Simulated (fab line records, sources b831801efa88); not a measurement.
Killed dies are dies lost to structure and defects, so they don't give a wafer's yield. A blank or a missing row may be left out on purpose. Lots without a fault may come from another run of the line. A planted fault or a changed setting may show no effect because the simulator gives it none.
fab line records | flow sky130
record lots=5 wafers=15 last_day=50
route steps=708 shown PASSIVATION@684 PAD_OPEN@694
lots that met no fault: from a run of the same line without faults
start_h: hours from the record's first day to the start of the lot's first wafer shown | wait_h: hours since the lot's step before | " the same as in the row above | L1.1+2: a row that stands for several wafers | - no value, or no start given | * or withheld: withheld | < > ~ a bound
route shown NAME@n: a module of which the file shows steps, and the number in the route of the first | usual: mean/standard deviation of fault-free wafers | same: alike in all rows | chamber/n: place in a boat | sites: the reading at each site | _std_site: their standard deviation | _edge_site: outer sites' mean less inner sites' | radius_mm: how far each site lies from the wafer's centre | mask NAME#n: copy n | behind: the tool/chamber that last shaped the wafer | hold: why the lot was held/for how many hours/how that ended | device: the transistor (n, p or np) that didn't switch | end of line: the same wafers' tests at the end of the route | a step without rows: its recipe alone | killed: dies lost to structure and defects at the first sort, not the wafer's yield | map: a wafer's dies, x killed, . not, _ none there
set.NAME: the setting as run; set.NAME@STEP: as run at that earlier step | model.NAME: the simulator's own value behind a step, which no gauge read
lots at some steps of the route; a table a step, a row a wafer
services: from which hour (start_h, from the record's first day; less than 0 if before it) a tool's chamber was out of use, for how many hours, and why
## steps
# step SKY_PASSIVATION_THK_MEAS_03
# recipe reads=Si3N4_of_PASSIVATION_CVD_02
# usual PASSIVATION_CVD_02_THK=542/7.7
# columns lot.wafer tool chamber start_h wait_h PASSIVATION_CVD_02_THK[nm]
L077.1 film_metro-03 - 1041.07 - 543
L077.3 " - " " 552
L077.6 " - " " 548
L085.2 film_metro-01 - 1096.25 - 532
L085.5 " - " " 553
L085.6 " - " " 537
L095.1 film_metro-01 - 1147.78 - 542
L095.3 " - " " 545
L095.6 " - " " 560
L096.3 film_metro-01 - 1158.64 - 535
L096.4 " - " " 540
L096.5 " - " " 549
L097.1 film_metro-01 - 1165.49 - 539
L097.2 " - " " 533
L097.4 " - " " 546
# step SKY_PASSIVATION_DEHYDRATE_04
# recipe temp_c=200 time_s=60
# usual heater_power_total_W=160.36/0.13
# columns lot.wafer tool chamber start_h wait_h heater_power_total_W
L077.1 litho_track-02 0 1051.55 10.5 160.40
L077.3 " 0 " " 160.46
L077.6 " 0 " " 160.18
L085.2 litho_track-01 0 1105.16 8.9 160.37
L085.5 " 0 " " 160.33
L085.6 " 0 " " 160.39
L095.1 litho_track-01 0 1156.43 8.6 160.21
L095.3 " 0 " " 160.50
L095.6 " 0 " " 160.44
L096.3 litho_track-02 0 1166.76 8.1 160.51
L096.4 " 0 " " 160.38
L096.5 " 0 " " 160.24
L097.1 litho_track-03 0 1173.44 7.9 160.12
L097.2 " 0 " " 160.29
L097.4 " 0 " " 160.52
# step SKY_PASSIVATION_HMDS_05
# recipe prime_time_s=60 prime_temp_c=120
# columns lot.wafer tool chamber start_h wait_h
L077.1+3+6 litho_track-02 0 1051.70 0.1
L085.2+5+6 litho_track-01 0 1105.31 0.1
L095.1+3+6 litho_track-01 0 1156.58 0.1
L096.3+4+5 litho_track-02 0 1166.91 0.1
L097.1+2+4 litho_track-03 0 1173.59 0.1
# step SKY_PASSIVATION_COAT_06
# recipe spin_rpm=2000 resist_thk_nm=3000
# columns lot.wafer tool chamber start_h wait_h
L077.1+3+6 litho_track-02 0 1051.85 0.1
L085.2+5+6 litho_track-01 0 1105.46 0.1
L095.1+3+6 litho_track-01 0 1156.73 0.1
L096.3+4+5 litho_track-02 0 1167.06 0.1
L097.1+2+4 litho_track-03 0 1173.74 0.1
# step SKY_PASSIVATION_SOFTBAKE_07
# recipe temp_c=110 time_s=withheld
# usual heater_power_total_W=65.33/0.14
# columns lot.wafer tool chamber start_h wait_h heater_power_total_W
L077.1 litho_track-02 0 1052.00 0.1 65.25
L077.3 " 0 " " 65.51
L077.6 " 0 " " 65.44
L085.2 litho_track-01 0 1105.62 0.1 65.58
L085.5 " 0 " " 65.35
L085.6 " 0 " " 65.09
L095.1 litho_track-01 0 1156.88 0.1 65.16
L095.3 " 0 " " 65.50
L095.6 " 0 " " 65.50
L096.3 litho_track-02 0 1167.22 0.1 65.52
L096.4 " 0 " " 65.15
L096.5 " 0 " " 65.18
L097.1 litho_track-03 0 1173.89 0.1 65.42
L097.2 " 0 " " 65.16
L097.4 " 0 " " 65.31
# step SKY_PASSIVATION_EXPOSE_08
# recipe mask_id=NSM target_cd_nm=3000 na=0.57 dose_mj=260
# columns lot.wafer tool chamber start_h wait_h mask
L077.1+3+6 iline_stepper-02 0 - - NSM#0
L085.2+5+6 iline_stepper-02 0 - - NSM#0
L095.1+3+6 iline_stepper-01 0 - - NSM#0
L096.3+4+5 iline_stepper-01 0 - - NSM#0
L097.1+2+4 iline_stepper-02 0 - - NSM#0
# step SKY_PASSIVATION_PEB_09
# recipe temp_c=115 time_s=withheld
# usual heater_power_total_W=69.35/0.12
# columns lot.wafer tool chamber start_h wait_h heater_power_total_W
L077.1 litho_track-01 0 - - 69.49
L077.3 " 0 " " 69.21
L077.6 " 0 " " 69.49
L085.2 litho_track-03 0 - - 69.23
L085.5 " 0 " " 69.26
L085.6 " 0 " " 69.18
L095.1 litho_track-02 0 - - 69.44
L095.3 " 0 " " 69.11
L095.6 " 0 " " 69.26
L096.3 litho_track-02 0 - - 69.14
L096.4 " 0 " " 69.24
L096.5 " 0 " " 69.27
L097.1 litho_track-02 0 - - 69.22
L097.2 " 0 " " 69.30
L097.4 " 0 " " 69.37
# step SKY_PASSIVATION_DEVELOP_10
# recipe develop_time_s=60 dev_temp_c=23
# columns lot.wafer tool chamber start_h wait_h
L077.1+3+6 litho_track-01 0 - -
L085.2+5+6 litho_track-03 0 - -
L095.1+3+6 litho_track-02 0 - -
L096.3+4+5 litho_track-02 0 - -
L097.1+2+4 litho_track-02 0 - -
# step SKY_PASSIVATION_ETCH_11
# recipe chemistry=CF4/O2 target_depth_nm=725 stop_on=AlCu source_w=800 bias_w=150 pressure_mtorr=150 cf4_flow_sccm=80 O2_flow_sccm=10 time_s=161.1
# usual bias_w=150.0/0.45 drypump_motor_current_A=5.8/0.49 oes_product_au=0.980/0.0072 throttle_valve_pct=5.965/0.0093
# columns lot.wafer tool chamber start_h wait_h bias_w drypump_motor_current_A oes_product_au rf_hours_counter_h throttle_valve_pct
L077.1 rie_diel-03 3 1062.23 - 149.5 6.3 0.972 9 5.980
L077.3 " 0 " " 149.7 5.8 0.988 15 5.954
L077.6 " 3 " " 150.2 6.4 0.982 - 5.966
L085.2 rie_diel-01 0 1115.99 - 149.8 5.4 0.969 22 5.960
L085.5 " 1 " " 149.0 5.7 0.997 - 5.968
L085.6 " 0 " " 150.4 5.5 0.978 - 5.968
L095.1 rie_diel-04 2 1165.76 - 149.7 5.5 0.974 1 5.973
L095.3 " 0 " " 149.5 6.2 0.972 15 5.969
L095.6 " 2 " " 149.6 5.5 0.990 - 5.972
L096.3 rie_diel-04 2 1175.81 - 150.5 5.5 0.973 2 5.968
L096.4 " 0 " " 150.2 6.2 0.975 15 5.952
L096.5 " 3 " " 149.4 4.9 0.980 - 5.971
L097.1 rie_diel-01 0 1182.36 - 150.6 5.5 0.977 25 5.960
L097.2 " 3 " " 150.1 6.3 0.973 22 5.954
L097.4 " 2 " " 150.1 6.3 0.987 27 5.976
# step SKY_PASSIVATION_STRIP_12
# recipe chemistry=O2/N2 power_w=1400 pressure_mtorr=1500 platen_temp_c=withheld overash_fraction=0.7 o2_flow_sccm=3000 n2_flow_sccm=300
# usual drypump_motor_current_A=5.3/0.37 oes_product_au=0.661/0.0048 strip_time_to_endpoint_s=31.47/0.14
# columns lot.wafer tool chamber start_h wait_h drypump_motor_current_A oes_product_au rf_hours_counter_h strip_time_to_endpoint_s
L077.1 plasma_asher-02 0 1062.34 0.1 5.0 0.660 32 31.74
L077.3 " 1 " " 4.9 0.661 - 31.51
L077.6 " 0 " " 5.0 0.665 - 31.51
L085.2 plasma_asher-04 1 1116.09 0.1 5.9 0.656 5 31.78
L085.5 " 0 " " 5.0 0.665 - 31.49
L085.6 " 1 " " 5.9 0.668 - 31.64
L095.1 plasma_asher-01 1 1165.86 0.1 5.8 0.663 99 31.27
L095.3 " 1 " " 5.8 0.666 - 31.39
L095.6 " 0 " " 5.3 0.662 - 31.39
L096.3 plasma_asher-01 0 1175.94 0.1 5.3 0.658 - 31.31
L096.4 " 1 " " 5.8 0.654 - 31.25
L096.5 " 1 " " 5.8 0.657 - 31.42
L097.1 plasma_asher-02 1 1182.46 0.1 4.9 0.666 43 31.57
L097.2 " 0 " " 5.1 0.667 43 31.58
L097.4 " 0 " " 5.0 0.662 - 31.57
# step SKY_PAD_OPEN_DEHYDRATE_00
# recipe temp_c=200 time_s=60
# usual heater_power_total_W=160.38/0.13
# columns lot.wafer tool chamber start_h wait_h heater_power_total_W
L077.1 litho_track-04 0 1072.66 10.3 160.30
L077.3 " 0 " " 160.34
L077.6 " 0 " " 160.41
L085.2 litho_track-01 0 1125.11 9.0 160.32
L085.5 " 0 " " 160.32
L085.6 " 0 " " 160.43
L095.1 litho_track-03 0 1174.09 8.2 160.24
L095.3 " 0 " " 160.58
L095.6 " 0 " " 160.37
L096.3 litho_track-03 0 1183.59 7.6 160.55
L096.4 " 0 " " 160.48
L096.5 " 0 " " 160.57
L097.1 litho_track-01 0 1189.83 7.3 160.15
L097.2 " 0 " " 160.33
L097.4 " 0 " " 160.56
# step SKY_PAD_OPEN_HMDS_01
# recipe prime_time_s=60 prime_temp_c=120
# columns lot.wafer tool chamber start_h wait_h
L077.1+3+6 litho_track-04 0 1072.81 0.1
L085.2+5+6 litho_track-01 0 1125.26 0.1
L095.1+3+6 litho_track-03 0 1174.24 0.1
L096.3+4+5 litho_track-03 0 1183.74 0.1
L097.1+2+4 litho_track-01 0 1189.98 0.1
# step SKY_PAD_OPEN_COAT_02
# recipe spin_rpm=2000 resist_thk_nm=3000
# columns lot.wafer tool chamber start_h wait_h
L077.1+3+6 litho_track-04 0 1072.96 0.1
L085.2+5+6 litho_track-01 0 1125.41 0.1
L095.1+3+6 litho_track-03 0 1174.39 0.1
L096.3+4+5 litho_track-03 0 1183.89 0.1
L097.1+2+4 litho_track-01 0 1190.13 0.1
# step SKY_PAD_OPEN_SOFTBAKE_03
# recipe temp_c=110 time_s=withheld
# usual heater_power_total_W=65.33/0.14
# columns lot.wafer tool chamber start_h wait_h heater_power_total_W
L077.1 litho_track-04 0 1073.11 0.1 65.56
L077.3 " 0 " " 65.54
L077.6 " 0 " " 65.56
L085.2 litho_track-01 0 1125.57 0.1 65.43
L085.5 " 0 " " 65.23
L085.6 " 0 " " 65.20
L095.1 litho_track-03 0 1174.54 0.1 65.07
L095.3 " 0 " " 65.55
L095.6 " 0 " " 65.15
L096.3 litho_track-03 0 1184.05 0.1 65.41
L096.4 " 0 " " 65.14
L096.5 " 0 " " 65.20
L097.1 litho_track-01 0 1190.28 0.1 65.45
L097.2 " 0 " " 65.30
L097.4 " 0 " " 65.23
# step SKY_PAD_OPEN_EXPOSE_04
# recipe mask_id=PDM target_cd_nm=60000 na=0.57 dose_mj=266.3
# columns lot.wafer tool chamber start_h wait_h mask
L077.1+3+6 iline_stepper-01 0 - - PDM#0
L085.2+5+6 iline_stepper-02 0 - - PDM#0
L095.1+3+6 iline_stepper-02 0 - - PDM#0
L096.3+4+5 iline_stepper-02 0 - - PDM#0
L097.1+2+4 iline_stepper-02 0 - - PDM#0
# step SKY_PAD_OPEN_PEB_05
# recipe temp_c=115 time_s=withheld
# usual heater_power_total_W=69.34/0.13
# columns lot.wafer tool chamber start_h wait_h heater_power_total_W
L077.1 litho_track-01 0 - - 69.41
L077.3 " 0 " " 69.48
L077.6 " 0 " " 69.47
L085.2 litho_track-04 0 - - 69.47
L085.5 " 0 " " 69.30
L085.6 " 0 " " 69.27
L095.1 litho_track-01 0 - - 69.08
L095.3 " 0 " " 69.27
L095.6 " 0 " " 69.50
L096.3 litho_track-01 0 - - 69.49
L096.4 " 0 " " 69.61
L096.5 " 0 " " 69.45
L097.1 litho_track-03 0 - - 69.43
L097.2 " 0 " " 69.26
L097.4 " 0 " " 69.18
# step SKY_PAD_OPEN_DEVELOP_06
# recipe develop_time_s=60 dev_temp_c=23
# columns lot.wafer tool chamber start_h wait_h
L077.1+3+6 litho_track-01 0 - -
L085.2+5+6 litho_track-04 0 - -
L095.1+3+6 litho_track-01 0 - -
L096.3+4+5 litho_track-01 0 - -
L097.1+2+4 litho_track-03 0 - -
# step SKY_PAD_OPEN_ETCH_07
# recipe chemistry=CF4/O2 target_depth_nm=725 stop_on=AlCu source_w=800 bias_w=150 pressure_mtorr=150 cf4_flow_sccm=80 O2_flow_sccm=10 time_s=161.1
# usual bias_w=150.0/0.41 drypump_motor_current_A=5.9/0.41 oes_product_au=0.978/0.0069 throttle_valve_pct=5.964/0.0099
# columns lot.wafer tool chamber start_h wait_h bias_w drypump_motor_current_A oes_product_au rf_hours_counter_h throttle_valve_pct
L077.1 rie_diel-02 2 1083.53 - 150.7 6.3 0.980 10 5.956
L077.3 " 3 " " 149.2 6.4 0.991 29 5.970
L077.6 " 1 " " 149.5 5.8 0.988 - 5.953
L085.2 rie_diel-03 0 1135.11 - 149.8 5.8 0.975 18 5.948
L085.5 " 1 " " 150.7 5.4 0.990 - 5.964
L085.6 " 0 " " 149.6 5.8 0.975 - 5.973
L095.1 rie_diel-02 1 1182.63 - 149.9 5.8 0.975 26 5.966
L095.3 " 2 " " 149.1 6.3 0.980 14 5.952
L095.6 " 0 " " 150.9 5.4 0.979 - 5.943
L096.3 rie_diel-01 1 1191.63 - 150.9 5.7 0.972 27 5.979
L096.4 " 2 " " 150.2 6.3 0.979 27 5.971
L096.5 " 3 " " 149.6 6.3 0.983 - 5.954
L097.1 rie_diel-02 2 1197.84 - 150.1 6.3 0.972 14 5.960
L097.2 " 1 " " 149.5 5.8 0.963 27 5.960
L097.4 " 0 " " 150.4 5.4 0.980 29 5.954
# step SKY_PAD_OPEN_STRIP_08
# recipe chemistry=O2/N2 power_w=1400 pressure_mtorr=1500 platen_temp_c=withheld overash_fraction=0.7 o2_flow_sccm=3000 n2_flow_sccm=300
# usual drypump_motor_current_A=5.5/0.38 oes_product_au=0.663/0.0044 strip_time_to_endpoint_s=37.05/0.098
# columns lot.wafer tool chamber start_h wait_h drypump_motor_current_A oes_product_au rf_hours_counter_h strip_time_to_endpoint_s
L077.1 plasma_asher-02 0 1083.64 0.1 5.0 0.658 34 37.02
L077.3 " 0 " " 5.0 0.662 - 37.05
L077.6 " 0 " " 5.0 0.660 - 37.05
L085.2 plasma_asher-01 1 1135.22 0.1 5.8 0.669 96 36.93
L085.5 " 1 " " 5.8 0.668 - 36.99
L085.6 " 0 " " 5.3 0.668 - 37.04
L095.1 plasma_asher-01 1 1182.74 0.1 5.9 0.663 101 37.06
L095.3 " 0 " " 5.4 0.658 - 37.03
L095.6 " 1 " " 5.8 0.665 - 37.15
L096.3 plasma_asher-01 0 1191.77 0.1 5.4 0.663 - 36.98
L096.4 " 1 " " 5.8 0.663 - 37.09
L096.5 " 1 " " 5.8 0.661 - 36.90
L097.1 plasma_asher-01 1 1197.94 0.1 5.8 0.661 103 37.05
L097.2 " 0 " " 5.3 0.664 103 37.06
L097.4 " 1 " " 5.8 0.662 - 37.10
# step SKY_PAD_OPEN_STRIP_09
# recipe chemistry=post_etch_residue_remover time_s=1200 temp_c=72.5
# usual bath_guard_temp_C=72.4/0.63
# columns lot.wafer tool chamber start_h wait_h bath_guard_temp_C
L077.1 wet_bench-03 0 1083.74 0.1 73.0
L077.3 " 0 " " 73.1
L077.6 " 0 " " 72.8
L085.2 wet_bench-02 3 1135.32 0.1 71.7
L085.5 " 3 " " 71.7
L085.6 " 3 " " 71.9
L095.1 wet_bench-04 3 1182.84 0.1 73.0
L095.3 " 3 " " 72.9
L095.6 " 3 " " 72.6
L096.3 wet_bench-02 0 1191.84 0.0 73.0
L096.4 " 0 " " 72.6
L096.5 " 0 " " 72.8
L097.1 wet_bench-03 1 1198.04 0.1 72.0
L097.2 " 1 " " 71.3
L097.4 " 1 " " 72.3
# step SKY_PAD_OPEN_CLEAN_10
# recipe chemistry=IPA time_s=180 temp_c=25
# columns lot.wafer tool chamber start_h wait_h
L077.1+3+6 wet_bench-04 1 1084.11 0.0
L085.2+5+6 wet_bench-04 2 1135.66 0.0
L095.1+3+6 wet_bench-02 3 1183.18 0.0
L096.3+4+5 wet_bench-03 2 1192.18 0.0
L097.1+2+4 wet_bench-02 0 1198.42 0.0
# step SKY_PAD_OPEN_CLEAN_11
# recipe chemistry=O3/DIW dry=n2_spin
# columns lot.wafer tool chamber start_h wait_h
L077.1+3+6 wet_bench-03 0 1084.17 0.0
L085.2+5+6 wet_bench-02 0 1135.72 0.0
L095.1+3+6 wet_bench-03 2 1183.24 0.0
L096.3+4+5 wet_bench-03 3 1192.24 0.0
L097.1+2+4 wet_bench-03 1 1198.47 0.0
# step SKY_PAD_OPEN_ANNEAL_12
# recipe temp_c=403.1 time_s=withheld ambient=N2/H2 idle_temp_c=300 ramp_up_c_per_min=8 ramp_down_c_per_min=4
# usual ramp_up_c_per_min=8.0001/0.0015 zone_power_upper_pct=4.88/0.075
# columns lot.wafer tool chamber start_h wait_h ramp_up_c_per_min zone_power_upper_pct
L077.1 furnace-01 0 1084.27 0.0 8.0023 4.90
L077.3 " 0 " " 8.0013 4.96
L077.6 " 0 " " 7.9997 4.92
L085.2 furnace-01 0 1135.81 0.0 7.9982 4.96
L085.5 " 0 " " 7.9997 5.04
L085.6 " 0 " " 8.0019 4.93
L095.1 furnace-02 0 1183.35 0.0 7.9986 4.84
L095.3 " 0 " " 8.0002 4.87
L095.6 " 0 " " 8.0003 4.85
L096.3 furnace-01 0 1192.34 0.0 8.0000 4.97
L096.4 " 0 " " 7.9995 4.85
L096.5 " 0 " " 8.0003 4.92
L097.1 furnace-02 0 1198.57 0.0 7.9998 4.80
L097.2 " 0 " " 7.9978 4.83
L097.4 " 0 " " 7.9993 4.83
# step SKY_PAD_OPEN_BOW_MEAS_13
# recipe mode=bow
# usual PAD_OPEN_BOW=48/8.2
# columns lot.wafer tool chamber start_h wait_h PAD_OPEN_BOW[um]
L077.1 film_metro-02 - 1085.77 - 52
L077.3 " - " " 65
L077.6 " - " " 50
L085.2 film_metro-01 - 1137.33 - 53
L085.5 " - " " 62
L085.6 " - " " 44
L095.1 film_metro-04 - 1184.85 - 26
L095.3 " - " " 51
L095.6 " - " " 46
L096.3 film_metro-01 - 1193.88 - 42
L096.4 " - " " 32
L096.5 " - " " 42
L097.1 film_metro-02 - 1200.07 - 59
L097.2 " - " " 47
L097.4 " - " " 55
## services
# columns tool chamber start_h hours kind
wet_bench-02 - 1044.63 0.7 repair
furnace-02 - 1045.92 2.8 pm
rie_diel-04 - 1049.38 1.0 repair
rie_diel-04 0 1054.29 12.6 repair
plasma_asher-04 - 1055.25 9.0 pm
rie_diel-02 1 1055.88 7.8 repair
rie_diel-04 1 1056.12 11.0 repair
plasma_asher-02 - 1063.33 0.8 repair
plasma_asher-04 - 1070.68 2.0 repair
iline_stepper-02 - 1074.58 12.1 repair
rie_diel-02 2 1077.08 1.3 repair
wet_bench-02 - 1082.70 4.4 pm
rie_diel-04 0 1089.42 28.3 repair
iline_stepper-02 - 1091.42 1.6 repair
rie_diel-03 3 1106.37 6.4 repair
rie_diel-02 0 1116.47 1.8 repair
rie_diel-03 - 1118.40 0.5 repair
iline_stepper-02 - 1142.05 1.7 pm
rie_diel-04 1 1145.81 6.0 repair
rie_diel-02 1 1148.28 4.3 repair
iline_stepper-02 - 1150.73 8.9 pm
furnace-01 - 1152.38 3.9 pm
rie_diel-03 3 1165.81 2.8 repair
rie_diel-04 1 1178.94 4.8 repair
## key
fault none
